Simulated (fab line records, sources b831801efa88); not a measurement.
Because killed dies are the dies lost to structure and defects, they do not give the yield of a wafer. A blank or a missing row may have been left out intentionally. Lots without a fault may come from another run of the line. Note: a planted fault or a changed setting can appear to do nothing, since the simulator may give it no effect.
fab line records -- flow sky130
record: lots: 13, wafers: 39, last-day: 49
route steps=708 shown LDD_LDN@293 PAD_OPEN@708
lots untouched by any fault: they come from a run of this same line in which no faults occurred
start-h: start of the lot's first displayed wafer, in hours after the record's first day -- wait-h: hours since the lot's step before -- " unchanged from the row above -- L1.1+2: a row that stands for several wafers -- - either no value or no given start -- * or withheld: withheld -- < > ~ a bound
route shown NAME@n: a module of which the file shows steps, and the number in the route of the first -- usual: mean and standard deviation over wafers with no fault -- same: alike in all rows -- chamber/n: place in a boat -- sites: readings site by site -- _std_site: standard deviation across them -- _edge_site: outer sites' mean less inner sites' -- radius-mm: how far each site lies from the wafer's centre -- mask NAME#n: copy n -- behind: the tool/chamber that last shaped the wafer -- hold: why the lot was held/for how many hours/how that ended -- device: names the non-switching transistor (n, p or np) -- end of line: tests run on the same wafers once the route is complete -- a step with no rows: only its recipe -- killed: dies lost to structure and defects at the first sort, not the wafer's yield -- map: dies across one wafer; x = killed, . = not, _ = none there
set.NAME: the setting the step ran with; set.NAME@STEP: the setting that earlier step ran with -- model.NAME: the simulator's own value behind a step, which no gauge read
the route's steps for a sample of lots (tables are steps, rows are wafers)
services: the hour from which a tool's chamber was out of use, counted from the record's first day as start-h (under 0 if before that day), plus the number of hours and why
== steps ==
step: SKY_LDD_LDN_EXPOSE_04
recipe: mask-id: LDNTM, na: 0.6, source-shape: conventional, sigma-outer: 0.6, polarization: unpolarized, target-cd-nm: 700, dose-mj: 140
same: na: 0.6
lot.wafer,tool,chamber,start-h,wait-h,mask
L247.1+4+6,iline-stepper-01,0,500.05,-,LDNTM#0
L248.1+3+4,iline-stepper-02,0,510.37,-,LDNTM#0
L249.2+5+6,iline-stepper-01,0,531.69,-,LDNTM#0
L251.1+3+5,iline-stepper-02,0,542.96,-,LDNTM#0
L250.1+3+6,iline-stepper-01,0,546.76,-,LDNTM#0
L252.2+3+4,iline-stepper-01,0,552.91,-,LDNTM#0
L255.2+4+6,iline-stepper-02,0,578.36,-,LDNTM#0
L257.1+2+5,iline-stepper-01,0,599.50,-,LDNTM#0
L258.1+3+6,iline-stepper-02,0,609.87,-,LDNTM#0
L260.1+2+4,iline-stepper-02,0,619.95,-,LDNTM#0
L259.2+3+5,iline-stepper-02,0,620.91,-,LDNTM#0
L261.2+3+4,iline-stepper-02,0,628.66,-,PSDM#0
L265.1+2+4,iline-stepper-02,0,655.47,-,LDNTM#0
step: SKY_LDD_LDN_OVL_MEAS_07
usual: LDD_LDN_OVL: 0.8/1.7
lot.wafer,tool,chamber,start-h,wait-h,LDD_LDN_OVL[nm]
L247.1,overlay-02,-,515.60,0.1,2.9
L247.4,overlay-02,-,515.60,0.1,0.7
L247.6,overlay-02,-,515.60,0.1,-0.5
L248.1,overlay-02,-,526.05,0.1,-2.3
L248.3,overlay-02,-,526.05,0.1,-1.3
L248.4,overlay-02,-,526.05,0.1,-2.3
L249.2,overlay-02,-,546.65,0.1,-0.3
L249.5,overlay-02,-,546.65,0.1,0.9
L249.6,overlay-02,-,546.65,0.1,-0.4
L251.1,overlay-01,-,557.84,0.1,1.9
L251.3,overlay-01,-,557.84,0.1,-0.6
L251.5,overlay-01,-,557.84,0.1,1.1
L250.1,overlay-02,-,561.14,0.1,2.7
L250.3,overlay-02,-,561.14,0.1,0.7
L250.6,overlay-02,-,561.14,0.1,3.1
L252.2,overlay-01,-,567.10,0.1,1.8
L252.3,overlay-01,-,567.10,0.1,-0.1
L252.4,overlay-01,-,567.10,0.1,3.1
L255.2,overlay-02,-,592.89,0.1,0.5
L255.4,overlay-02,-,592.89,0.1,-1.2
L255.6,overlay-02,-,592.89,0.1,-0.8
L257.1,overlay-02,-,614.34,0.1,-1.0
L257.2,overlay-02,-,614.34,0.1,-2.5
L257.5,overlay-02,-,614.34,0.1,-2.0
L258.1,overlay-01,-,623.94,0.1,0.5
L258.3,overlay-01,-,623.94,0.1,3.1
L258.6,overlay-01,-,623.94,0.1,-0.8
L260.1,overlay-01,-,633.89,0.1,0.5
L260.2,overlay-01,-,633.89,0.1,0.3
L260.4,overlay-01,-,633.89,0.1,-0.6
L259.2,overlay-02,-,634.80,0.1,-1.5
L259.3,overlay-02,-,634.80,0.1,-1.4
L259.5,overlay-02,-,634.80,0.1,1.8
L261.2,overlay-01,-,642.75,0.1,-
L261.3,overlay-01,-,642.75,0.1,-
L261.4,overlay-01,-,642.75,0.1,-
L265.1,overlay-02,-,669.59,0.1,0.3
L265.2,overlay-02,-,669.59,0.1,0.5
L265.4,overlay-02,-,669.59,0.1,0.2
step: SKY_LDD_LDN_TW_MEAS_13
usual: LDD_LDN_TW: 1489/9.6
lot.wafer,tool,chamber,start-h,wait-h,LDD_LDN_TW
L247.1,film-metro-02,-,516.33,0.1,1487
L247.4,film-metro-02,-,516.33,0.1,1475
L247.6,film-metro-02,-,516.33,0.1,1484
L248.1,film-metro-02,-,526.78,0.1,1487
L248.3,film-metro-02,-,526.78,0.1,1487
L248.4,film-metro-02,-,526.78,0.1,1493
L249.2,film-metro-02,-,547.39,0.1,1490
L249.5,film-metro-02,-,547.39,0.1,1487
L249.6,film-metro-02,-,547.39,0.1,1489
L251.1,film-metro-04,-,558.58,0.1,1488
L251.3,film-metro-04,-,558.58,0.1,1492
L251.5,film-metro-04,-,558.58,0.1,1488
L250.1,film-metro-04,-,561.88,0.1,1492
L250.3,film-metro-04,-,561.88,0.1,1491
L250.6,film-metro-04,-,561.88,0.1,1489
L252.2,film-metro-04,-,567.84,0.1,1492
L252.3,film-metro-04,-,567.84,0.1,1493
L252.4,film-metro-04,-,567.84,0.1,1487
L255.2,film-metro-02,-,593.63,0.1,1489
L255.4,film-metro-02,-,593.63,0.1,1482
L255.6,film-metro-02,-,593.63,0.1,1490
L257.1,film-metro-02,-,615.08,0.1,1481
L257.2,film-metro-02,-,615.08,0.1,1482
L257.5,film-metro-02,-,615.08,0.1,1479
L258.1,film-metro-02,-,624.68,0.1,1471
L258.3,film-metro-02,-,624.68,0.1,1470
L258.6,film-metro-02,-,624.68,0.1,1468
L260.1,film-metro-02,-,634.63,0.1,1472
L260.2,film-metro-02,-,634.63,0.1,1479
L260.4,film-metro-02,-,634.63,0.1,1475
L259.2,film-metro-02,-,635.54,0.1,1472
L259.3,film-metro-02,-,635.54,0.1,1469
L259.5,film-metro-02,-,635.54,0.1,1476
L261.2,film-metro-03,-,643.49,0.1,30
L261.3,film-metro-03,-,643.49,0.1,30
L261.4,film-metro-03,-,643.49,0.1,31
L265.1,film-metro-02,-,670.32,0.1,1490
L265.2,film-metro-02,-,670.32,0.1,1493
L265.4,film-metro-02,-,670.32,0.1,1480
step: SKY_PAD_OPEN_PROBE_99
usual: killed_at_M0_to_M3: 44/7.2, killed_at_M4_up: 3.4/2.1, killed-at-contacts: 24/5.5, killed-at-front-end: 15/4.6, killed-at-other: 0.4/0.64, killed-dies: 86/9.1, killed-on-rim: 17/3.8, killed-open: 47/7.5, killed-short: 39/5.8
same: gross-dies: 492, killed-at-back-side: 0
lot.wafer,tool,chamber,start-h,wait-h,killed_at_M0_to_M3,killed_at_M4_up,killed-at-contacts,killed-at-front-end,killed-at-other,killed-dies,killed-on-rim,killed-open,killed-short
L259.2,prober-02,-,1150.86,0.1,41,2,23,20,0,86,13,47,39
L259.3,prober-02,-,1150.91,0.2,48,3,20,16,0,87,23,56,31
L259.5,prober-02,-,1151.01,0.2,53,1,20,15,0,89,21,58,31
L261.2,prober-02,-,1157.16,0.1,38,2,21,431,0,492,96,35,37
L261.3,prober-02,-,1157.21,0.2,54,7,24,406,1,492,96,53,53
L261.4,prober-02,-,1157.26,0.2,48,6,24,414,0,492,96,57,30
killed by level:class
L259.2 CONTACT:geometric-particle:open=11 VIA1:geometric-particle:open=9 VIA3:geometric-particle:open=8 FIELD_ISO:geometric-particle:short=7 FIELD_ISO:geometric-particle:open=5 METAL1:geometric-particle:short=5 POLY_GATE:geometric-particle:open=4 LI_CONTACT:geometric-particle:open=4
L259.3 VIA1:geometric-particle:open=15 VIA2:geometric-particle:open=9 POLY_GATE:geometric-particle:open=6 LOCAL_INTERCONNECT:geometric-particle:short=6 CONTACT:geometric-particle:open=6 METAL2:geometric-particle:short=6 VIA1:geometric-particle:short=4 VIA3:geometric-particle:open=4
L259.5 VIA1:geometric-particle:open=14 VIA2:geometric-particle:open=11 CONTACT:geometric-particle:open=7 VIA3:geometric-particle:open=7 LI_CONTACT:geometric-particle:open=6 VIA1:geometric-particle:short=6 FIELD_ISO:geometric-particle:open=5 METAL1:geometric-particle:short=5
L261.2 LDD_LDN:area-expose=420 VIA1:geometric-particle:open=9 LI_CONTACT:geometric-particle:open=7 VIA1:geometric-particle:short=6 CONTACT:geometric-particle:short=5 CONTACT:geometric-particle:open=5 VIA2:geometric-particle:open=5 FIELD_ISO:geometric-particle:short=4
L261.3 LDD_LDN:area-expose=386 VIA2:geometric-particle:open=11 VIA1:geometric-particle:open=9 CONTACT:geometric-particle:open=9 METAL3:geometric-particle:short=7 FIELD_ISO:geometric-particle:short=6 LI_CONTACT:geometric-particle:open=6 METAL4:geometric-particle:short=6
L261.4 LDD_LDN:area-expose=405 CONTACT:geometric-particle:open=11 VIA1:geometric-particle:open=10 VIA3:geometric-particle:open=10 LI_CONTACT:geometric-particle:open=5 VIA2:geometric-particle:open=5 VIA3:geometric-particle:short=5 VIA1:geometric-particle:short=4
== services ==
tool,chamber,start-h,hours,kind
iline-stepper-01,0,491.58,-,calibration
iline-stepper-02,0,565.13,-,calibration
iline-stepper-02,-,616.81,1.7,pm
iline-stepper-01,-,626.45,1.7,pm
== key ==
first-sign: step: SKY_LDD_LDN_EXPOSE_04, reading: mask, direction: changed
effect: step: SKY_LDD_LDN_OVL_MEAS_07, reading: LDD_LDN_OVL, direction: missing
effect: step: SKY_LDD_LDN_TW_MEAS_13, reading: LDD_LDN_TW, direction: down, sigmas: 99+, usual: 1489, struck: 30
effect: step: SKY_PAD_OPEN_PROBE_99, reading: killed-at-front-end, direction: up, sigmas: 87, usual: 15, struck: 417
more-kills-born-at: SKY_LDD_LDN_EXPOSE_04@iline-stepper-02: 1211
met-at SKY_LDD_LDN_EXPOSE_04
struck-lots L261
tester-left-out L261
onset-between 620.91 628.66
fault: kind: wrong-mask, tool: any, chamber: -, onset-h: 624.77, steps: SKY_LDD_LDN_EXPOSE_04, aux-copy: PSDM#0, scope: struck-lots-only
tester-left-out: of these lots the tester's yield and bins aren't shown, on N5 and GAA mostly nor the transistor test; their killed dies are dies lost to structure and defects alone, not to doping, threshold or leakage, so they don't give the yield
